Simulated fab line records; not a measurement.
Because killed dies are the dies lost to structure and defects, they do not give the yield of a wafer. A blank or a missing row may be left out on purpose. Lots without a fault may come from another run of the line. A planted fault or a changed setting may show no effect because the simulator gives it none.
One fault through the eyes of 2 desks | flow gf180mcu | each desk has only its own numbers; what lay behind them comes last

== FROM THE METROLOGY DESK ==
Lot by lot, what the gauges showed, no matter which tool ran the lot: averages of those sampled wafers that carry a number. A lot is out of limits, marked OUT, if its mean lies more than 4 standard deviations from the usual mean; the brackets give that distance.
Columns: A = MIM_CVD_05_THK at GF_MIM_THK_MEAS_06, usual 42.0 nm
lot  | first seen here | A
L978 | day 24 21:58    | 41.8
L979 | day 25 00:26    | 42.2
L981 | day 25 11:49    | 41.9
L982 | day 26 19:19    | 42.5
L984 | day 26 23:06    | 41.8
L985 | day 27 04:16    | 42.1
L986 | day 27 20:20    | 41.9
L988 | day 28 00:11    | 42.2
L991 | day 28 23:43    | 42.2
L997 | day 31 02:30    | 42.6
L999 | day 31 07:14    | 41.9
L998 | day 31 07:26    | 42.4
L100 | day 31 12:22    | 42.2
This desk's verdict: no lot among the 13 shows anything out of limits.

== THE TOOL OWNER'S DESK: pvd sputter-03 ==
The tool's own readings at GF_MIM_SPUTTER_00 (material Ti, target thk 37.5 nm, time 150 s): means of the sampled wafers that have a number, for each lot that ran on this tool. A lot is out of limits, marked OUT, if its mean lies more than 4 standard deviations from the usual mean; the brackets give that distance.
Columns: A = chamber pressure pa at GF_MIM_SPUTTER_00, usual 2.000 Pa; B = throttle valve pct at GF_MIM_SPUTTER_00, usual 30.6 %
lot  | first seen here | A               | B
L982 | day 26 19:04    | 1.997           | 32.0
L984 | day 26 22:50    | 2.002           | 30.8
L985 | day 27 04:01    | 1.998           | 30.9
L988 | day 27 23:56    | 2.000           | 30.8
L991 | day 28 23:26    | 2.048 (+11) OUT | 31.3
L998 | day 31 07:11    | 2.000           | 30.7
L100 | day 31 12:07    | 1.997           | 30.9
This desk finds L991 out of limits, L991 being first, at day 28 23:26 (chamber pressure pa at GF_MIM_SPUTTER_00). In limits: L982, L984, L985, L988, L998, L100.

== TAKEN TOGETHER ==
At day 28 23:26, on L991, the tool owner's desk was in a position to raise an alarm.
Metrology desk: nothing out of limits seen.
The metrology desk has L991 on record, within its limits.
Of the lots named, all ran GF_MIM_SPUTTER_00 on pvd sputter-03.

== WHAT THE SIMULATOR PUT IN ==
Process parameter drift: pvd sputter-03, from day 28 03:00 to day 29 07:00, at GF_MIM_SPUTTER_00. Setting chamber pressure pa, moved by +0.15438, from 2. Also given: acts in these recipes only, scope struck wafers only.
Shown lots that were struck: L991.
Time in hours from fault onset to the first out-of-limits reading at each desk: the tool owner's desk, 20.
